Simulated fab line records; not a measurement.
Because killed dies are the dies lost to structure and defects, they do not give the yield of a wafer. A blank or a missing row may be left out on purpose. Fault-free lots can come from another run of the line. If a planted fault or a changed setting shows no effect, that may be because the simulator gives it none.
fab line records	flow sky130
record: lots: 6	wafers: 18	lastDay: 50
route steps=708 shown VIA2@524 METAL3@532 CAPM@537 PAD_OPEN@708
lots that met no fault: taken from a fault-free run of the same line
startH: the number of hours between the record's first day and the start of the first shown wafer of the lot	waitH: hours elapsed since this lot's preceding step	" the same as in the row above	L1.1+2: one row covering several wafers at once	- no value present, or no start provided	* or withheld: withheld	< > ~ a bound
route shown NAME@n: names a module that has steps shown in the file, with the first one's number in the route	usual: mean/standard deviation taken from wafers without a fault	same: alike in all rows	chamber/n: place in a boat	sites: per-site readings	_std_site: standard deviation of those values	_edge_site: inner sites' mean taken away from outer sites' mean	radiusMm: for every site, how far away it sits from the centre of the wafer	mask NAME#n: copy n	behind: the last tool/chamber to shape the wafer	hold: cause of the lot's hold/its duration in hours/its outcome	device: the transistor (n, p or np) that didn't switch	end of line: the route-end tests of the same wafers	a step given without rows: its recipe and nothing more	killed: dies lost to structure and defects at the first sort, not the wafer's yield	map: a wafer's dies, marking killed ones x, the rest . and places with no die _
set.NAME: the setting the step ran with; set.NAME@STEP: the setting that earlier step ran with	model.NAME: the simulator's own value behind a step, which no gauge read
lots seen at some steps along the route; tables by step, rows by wafer
services: when a tool's chamber went out of use (startH, in hours from the record's first day, below 0 if earlier), for how many hours, and the reason
== steps ==
step: SKY_VIA2_STRIP_17
recipe: chemistry: postEtchResidueRemover	timeS: 1200	tempC: 72.5
step: SKY_VIA2_CLEAN_18
recipe: chemistry: IPA	timeS: 180	tempC: 25
step: SKY_VIA2_CLEAN_19
recipe: chemistry: O3/DIW	dry: n2Spin
step: SKY_VIA2_SPUTTER_20
recipe: material: TiN	targetThkNm: 20	chamberPressurePa: 5	powerW: 4000	timeS: 80
step: SKY_VIA2_CVD_21
recipe: material: W	targetThkNm: 420	timeS: 126.4	tempC: 400	pressureTorr: 40
usual: chamberPressureTorr: 39.99/0.086	heaterPowerW: 890/98
lot.wafer	tool	chamber	startH	waitH	chamberPressureTorr	heaterPowerW
L853.2	cvdW-01	1	875.90	0.0	39.95	995
L853.4	"	1	"	"	39.89	981
L853.6	"	0	"	"	40.08	868
L856.1	cvdW-02	0	898.86	0.0	40.00	747
L856.2	"	1	"	"	40.14	980
L856.6	"	1	"	"	40.05	990
L866.2	cvdW-01	0	1003.89	0.0	39.93	866
L866.4	"	0	"	"	39.96	881
L866.5	"	0	"	"	40.05	864
L867.2	cvdW-02	0	1004.54	0.0	40.01	753
L867.3	"	1	"	"	39.95	907
L867.5	"	1	"	"	39.99	884
L868.2	cvdW-01	0	1004.90	0.0	39.90	877
L868.3	"	1	"	"	40.00	1021
L868.5	"	1	"	"	40.13	1001
L869.1	cvdW-01	0	1006.46	0.0	39.95	869
L869.3	"	0	"	"	39.88	869
L869.4	"	1	"	"	40.07	1012
step: SKY_VIA2_RS_MEAS_22
recipe: thkMeasGauge: four-point-probe	reads: W_of_VIA2_CVD_21+TiN_of_VIA2_SPUTTER_20
usual: VIA2_W_RS: 0.272/0.0033
lot.wafer	tool	chamber	startH	waitH	VIA2_W_RS[ohm/sq]
L853.2	filmMetro-01	-	876.05	0.1	0.272
L853.4	"	-	"	"	0.270
L853.6	"	-	"	"	0.273
L856.1	filmMetro-03	-	898.99	0.1	0.269
L856.2	"	-	"	"	0.275
L856.6	"	-	"	"	0.275
L866.2	filmMetro-01	-	1004.04	0.1	0.271
L866.4	"	-	"	"	0.272
L866.5	"	-	"	"	0.271
L867.2	filmMetro-03	-	1004.69	0.1	0.272
L867.3	"	-	"	"	0.276
L867.5	"	-	"	"	0.273
L868.2	filmMetro-03	-	1005.05	0.1	0.272
L868.3	"	-	"	"	0.263
L868.5	"	-	"	"	0.266
L869.1	filmMetro-03	-	1006.60	0.1	0.272
L869.3	"	-	"	"	0.275
L869.4	"	-	"	"	0.265
step: SKY_VIA2_THK_MEAS_23
recipe: thkMeasGauge: xrf	reads: W_of_VIA2_CVD_21
usual: VIA2_W_THK: 435/6.9
lot.wafer	tool	chamber	startH	waitH	VIA2_W_THK[nm]
L853.2	filmMetro-01	-	876.16	0.1	435
L853.4	"	-	"	"	439
L853.6	"	-	"	"	432
L856.1	filmMetro-03	-	899.11	0.1	443
L856.2	"	-	"	"	431
L856.6	"	-	"	"	436
L866.2	filmMetro-01	-	1004.15	0.1	435
L866.4	"	-	"	"	435
L866.5	"	-	"	"	432
L867.2	filmMetro-03	-	1004.80	0.1	435
L867.3	"	-	"	"	428
L867.5	"	-	"	"	436
L868.2	filmMetro-03	-	1005.16	0.1	436
L868.3	"	-	"	"	448
L868.5	"	-	"	"	450
L869.1	filmMetro-03	-	1006.72	0.1	435
L869.3	"	-	"	"	434
L869.4	"	-	"	"	448
step: SKY_VIA2_CMP_24
recipe: stopOn: SiO2	tOverpolishS: 20	downForcePsi: 3.5	platenRpm: 60	targetThkNm: 0	padVelocityMS: 0.94248
step: SKY_METAL3_SPUTTER_00
recipe: material: Ti	targetThkNm: 15	powerW: 3000	timeS: 10	chamberPressurePa: 0.4
usual: throttleValvePct: 30.3/1.5
lot.wafer	tool	chamber	startH	waitH	throttleValvePct
L853.2	pvdSputter-01	-	876.51	0.2	29.7
L853.4	"	-	"	"	29.5
L853.6	"	-	"	"	32.5
L856.1	pvdSputter-02	-	899.47	0.2	28.5
L856.2	"	-	"	"	31.6
L856.6	"	-	"	"	31.7
L866.2	pvdSputter-02	-	1004.50	0.1	31.9
L866.4	"	-	"	"	28.4
L866.5	"	-	"	"	31.1
L867.2	pvdSputter-02	-	1005.15	0.1	31.7
L867.3	"	-	"	"	31.3
L867.5	"	-	"	"	28.5
L868.2	pvdSputter-03	-	1005.51	0.2	27.4
L868.3	"	-	"	"	29.3
L868.5	"	-	"	"	29.1
L869.1	pvdSputter-01	-	1007.08	0.1	32.3
L869.3	"	-	"	"	29.9
L869.4	"	-	"	"	30.0
step: SKY_METAL3_SPUTTER_01
recipe: material: TiN	targetThkNm: 20	powerW: 6500	timeS: 16.7	chamberPressurePa: 0.4
usual: throttleValvePct: 30.2/1.5
lot.wafer	tool	chamber	startH	waitH	throttleValvePct
L853.2	pvdSputter-01	-	876.53	0.0	29.8
L853.4	"	-	"	"	29.9
L853.6	"	-	"	"	32.7
L856.1	pvdSputter-02	-	899.49	0.0	28.6
L856.2	"	-	"	"	31.6
L856.6	"	-	"	"	31.5
L866.2	pvdSputter-02	-	1004.53	0.0	32.0
L866.4	"	-	"	"	28.3
L866.5	"	-	"	"	31.1
L867.2	pvdSputter-02	-	1005.18	0.0	31.8
L867.3	"	-	"	"	31.6
L867.5	"	-	"	"	28.5
L868.2	pvdSputter-03	-	1005.54	0.0	27.1
L868.3	"	-	"	"	29.0
L868.5	"	-	"	"	29.2
L869.1	pvdSputter-01	-	1007.11	0.0	32.7
L869.3	"	-	"	"	29.7
L869.4	"	-	"	"	29.8
step: SKY_METAL3_SPUTTER_02
recipe: material: AlCu	targetThkNm: 735	powerW: 10720	timeS: 39.1	chamberPressurePa: 0.4
usual: throttleValvePct: 30.2/1.5
lot.wafer	tool	chamber	startH	waitH	throttleValvePct
L853.2	pvdSputter-01	-	876.56	0.0	29.8
L853.4	"	-	"	"	29.6
L853.6	"	-	"	"	32.7
L856.1	pvdSputter-02	-	899.51	0.0	28.6
L856.2	"	-	"	"	31.8
L856.6	"	-	"	"	31.6
L866.2	pvdSputter-02	-	1004.55	0.0	31.8
L866.4	"	-	"	"	28.8
L866.5	"	-	"	"	31.3
L867.2	pvdSputter-02	-	1005.20	0.0	31.9
L867.3	"	-	"	"	31.7
L867.5	"	-	"	"	28.7
L868.2	pvdSputter-03	-	1005.56	0.0	27.4
L868.3	"	-	"	"	29.2
L868.5	"	-	"	"	29.2
L869.1	pvdSputter-01	-	1007.13	0.0	32.8
L869.3	"	-	"	"	29.6
L869.4	"	-	"	"	29.7
step: SKY_METAL3_SPUTTER_03
recipe: material: Ti	targetThkNm: 5	powerW: 3000	timeS: 3.3	chamberPressurePa: 0.4
usual: throttleValvePct: 30.2/1.5
lot.wafer	tool	chamber	startH	waitH	throttleValvePct
L853.2	pvdSputter-01	-	876.60	0.0	29.8
L853.4	"	-	"	"	29.7
L853.6	"	-	"	"	32.7
L856.1	pvdSputter-02	-	899.55	0.0	28.4
L856.2	"	-	"	"	31.4
L856.6	"	-	"	"	31.7
L866.2	pvdSputter-02	-	1004.59	0.0	31.8
L866.4	"	-	"	"	28.7
L866.5	"	-	"	"	31.1
L867.2	pvdSputter-02	-	1005.24	0.0	31.9
L867.3	"	-	"	"	31.7
L867.5	"	-	"	"	28.3
L868.2	pvdSputter-03	-	1005.60	0.0	27.5
L868.3	"	-	"	"	29.2
L868.5	"	-	"	"	29.0
L869.1	pvdSputter-01	-	1007.17	0.0	32.8
L869.3	"	-	"	"	29.7
L869.4	"	-	"	"	29.7
step: SKY_METAL3_SPUTTER_04
recipe: material: TiN	targetThkNm: 70	powerW: 6500	timeS: 58.3	chamberPressurePa: 0.4
usual: throttleValvePct: 30.3/1.5
lot.wafer	tool	chamber	startH	waitH	throttleValvePct	model.TiN_of_METAL3_SPUTTER_04.thkNm
L853.2	pvdSputter-01	-	876.61	0.0	29.8	70.69
L853.4	"	-	"	"	29.5	71.54
L853.6	"	-	"	"	32.7	71.29
L856.1	pvdSputter-02	-	899.57	0.0	28.4	70.46
L856.2	"	-	"	"	31.7	70.04
L856.6	"	-	"	"	31.7	71.36
L866.2	pvdSputter-02	-	1004.61	0.0	31.7	86.12
L866.4	"	-	"	"	28.6	84.78
L866.5	"	-	"	"	31.2	86.36
L867.2	pvdSputter-02	-	1005.26	0.0	31.8	85.95
L867.3	"	-	"	"	31.7	86.3
L867.5	"	-	"	"	28.5	84.33
L868.2	pvdSputter-03	-	1005.62	0.0	27.4	69.16
L868.3	"	-	"	"	29.1	69.58
L868.5	"	-	"	"	29.1	69.67
L869.1	pvdSputter-01	-	1007.19	0.0	32.7	70.69
L869.3	"	-	"	"	29.8	70.29
L869.4	"	-	"	"	29.4	71.47
step: SKY_CAPM_CVD_00
recipe: material: SiO2	targetThkNm: 15.5	tempC: 400	timeS: withheld	rfW: 450
step: SKY_PAD_OPEN_PROBE_99
usual: defectLimitedYield: 82.8/1.7	killed_at_M0_to_M3: 43/6.2	killed_at_M4_up: 2.8/1.7	killedAtContacts: 24/4.8	killedAtFrontEnd: 15/4.3	killedAtOther: 0.3/0.55	killedDies: 85/8.4	killedOnRim: 17/3.8	killedOpen: 46/6.7	killedShort: 38/6.2	sort_bin_3_pad_short: 0.9/0.46	sort_bin_5_function: 10.2/1.3	sort_bin_6_memory: 6.1/0.9	sortNPass: 407/8.4	sortYieldPct: 82.8/1.7
same: grossDies: 492	killedAtBackSide: 0	sort_bin_4_leakage[%]: 0	sort_bin_8_speed[%]: 0
lot.wafer	tool	chamber	startH	waitH	defectLimitedYield[%]	killed_at_M0_to_M3	killed_at_M4_up	killedAtContacts	killedAtFrontEnd	killedAtOther	killedDies	killedOnRim	killedOpen	killedShort	sort_bin_3_pad_short[%]	sort_bin_5_function[%]	sort_bin_6_memory[%]	sortNPass	sortYieldPct[%]
L853.2	prober-01	-	1097.38	0.1	83.9	41	2	28	8	0	79	14	42	36	1.2	9.1	5.7	413	83.9
L853.4	prober-01	-	1097.48	0.2	82.5	50	2	16	16	2	86	22	51	35	0.4	10.8	6.3	406	82.5
L853.6	prober-01	-	1097.58	0.2	80.1	40	7	35	15	1	98	18	44	54	1.2	12.6	6.1	394	80.1
L856.1	prober-02	-	1113.63	0.1	83.7	46	3	17	14	0	80	21	49	31	1.2	9.6	5.5	412	83.7
L856.2	prober-02	-	1113.68	0.1	84.1	39	2	24	12	1	78	18	50	27	0.2	8.1	7.5	414	84.1
L856.6	prober-02	-	1113.88	0.2	85.2	42	4	20	7	0	73	14	37	35	0.8	8.1	5.9	419	85.2
L866.2	prober-02	-	1190.58	0.1	81.7	53	2	28	6	1	90	15	48	42	0.8	11.8	5.7	402	81.7
L866.4	prober-02	-	1190.68	0.2	80.7	48	7	25	14	1	95	17	43	52	1.4	11.0	6.9	397	80.7
L866.5	prober-02	-	1190.73	0.2	82.3	41	3	22	20	1	87	17	47	39	1.2	10.6	5.9	405	82.3
killed by level:class
L853.2 CONTACT:geometricParticle:open=9 LOCAL_INTERCONNECT:geometricParticle:short=8 VIA3:geometricParticle:open=8 METAL2:geometricParticle:short=7 VIA1:geometricParticle:open=7 VIA2:geometricParticle:open=6 CONTACT:geometricParticle:short=5 LI_CONTACT:geometricParticle:open=4
L853.4 VIA1:geometricParticle:open=14 VIA3:geometricParticle:open=8 METAL2:geometricParticle:short=6 VIA2:geometricParticle:open=6 FIELD_ISO:geometricParticle:short=5 POLY_GATE:geometricParticle:open=4 LI_CONTACT:geometricParticle:open=4 CONTACT:geometricParticle:open=4
L853.6 LI_CONTACT:geometricParticle:open=10 METAL1:geometricParticle:short=8 VIA3:geometricParticle:open=8 CONTACT:geometricParticle:open=7 LI_CONTACT:geometricParticle:short=7 VIA1:geometricParticle:open=7 LOCAL_INTERCONNECT:geometricParticle:short=6 METAL2:geometricParticle:short=6
L856.1 VIA1:geometricParticle:open=18 VIA2:geometricParticle:open=8 METAL1:geometricParticle:short=7 LI_CONTACT:geometricParticle:open=5 CONTACT:geometricParticle:open=5 POLY_GATE:geometricParticle:open=4 POLY_GATE:geometricParticle:short=4 METAL2:geometricParticle:short=4
L856.2 VIA1:geometricParticle:open=12 LOCAL_INTERCONNECT:geometricParticle:short=7 VIA3:geometricParticle:open=7 CONTACT:geometricParticle:open=6 VIA2:geometricParticle:open=6 POLY_GATE:geometricParticle:open=4 CONTACT:geometricParticle:short=4 METAL2:geometricParticle:short=4
L856.6 CONTACT:geometricParticle:open=10 VIA1:geometricParticle:open=9 VIA1:geometricParticle:short=6 VIA3:geometricParticle:open=6 METAL1:geometricParticle:short=5 LI_CONTACT:geometricParticle:open=4 VIA3:geometricParticle:short=4 METAL2:geometricParticle:short=3
L866.2 VIA1:geometricParticle:open=12 CONTACT:geometricParticle:open=11 METAL1:geometricParticle:short=8 VIA3:geometricParticle:open=8 CONTACT:geometricParticle:short=6 LI_CONTACT:geometricParticle:open=6 METAL3:geometricParticle:short=5 LOCAL_INTERCONNECT:geometricParticle:short=4
L866.4 CONTACT:geometricParticle:open=9 METAL1:geometricParticle:short=8 VIA1:geometricParticle:open=8 CONTACT:geometricParticle:short=6 VIA1:geometricParticle:short=6 VIA3:geometricParticle:open=6 LI_CONTACT:geometricParticle:open=5 VIA2:geometricParticle:short=4
L866.5 LI_CONTACT:geometricParticle:open=9 VIA3:geometricParticle:open=9 VIA1:geometricParticle:open=7 FIELD_ISO:geometricParticle:short=5 POLY_GATE:geometricParticle:short=5 CONTACT:geometricParticle:open=5 METAL2:geometricParticle:short=4 METAL1:geometricParticle:short=4
== services ==
tool	chamber	startH	hours	kind
pvdSputter-02	-	866.25	1.1	repair
pvdSputter-02	0	877.44	-	consumableReplace:kit
pvdSputter-02	0	877.44	18.0	scheduledDown
pvdSputter-02	0	877.44	18.0	ventCycle
cvdW-02	-	904.00	14.0	pm
cvdW-02	0	904.00	14.0	ventCycle
cvdW-02	1	904.00	14.0	ventCycle
pvdSputter-03	-	907.18	6.7	repair
cvdW-02	0	918.00	-	clean
cvdW-02	1	918.00	-	clean
pvdSputter-02	-	983.12	1.3	repair
pvdSputter-03	-	984.20	3.6	repair
pvdSputter-01	2	985.35	-	consumableReplace:kit
pvdSputter-01	2	985.35	18.0	scheduledDown
pvdSputter-01	2	985.35	18.0	ventCycle
pvdSputter-03	-	986.73	3.8	repair
cvdW-01	0	994.19	4.7	repair
cvdW-01	-	994.29	0.4	repair
== key ==
firstSign none at tools or gauges
modelEffect: step: SKY_METAL3_SPUTTER_04	value: TiN_of_METAL3_SPUTTER_04.thkNm	without: 70.55	struck: 85.64
metAt SKY_METAL3_SPUTTER_04
struckWafers L866.2,L866.4,L866.5,L867.2,L867.3,L867.5
onsetBetween 899.57 1004.61
alsoFits SKY_METAL3_SPUTTER_00:pvdSputter-02,SKY_METAL3_SPUTTER_01:pvdSputter-02,SKY_METAL3_SPUTTER_02:pvdSputter-02,SKY_METAL3_SPUTTER_03:pvdSputter-02
fault: kind: processParameterDrift	tool: pvdSputter-02	chamber: -	onsetH: 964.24	steps: SKY_METAL3_SPUTTER_04	channel: timeS	offset: *	shape: step	endH: 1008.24	actsIn: *	stated: *
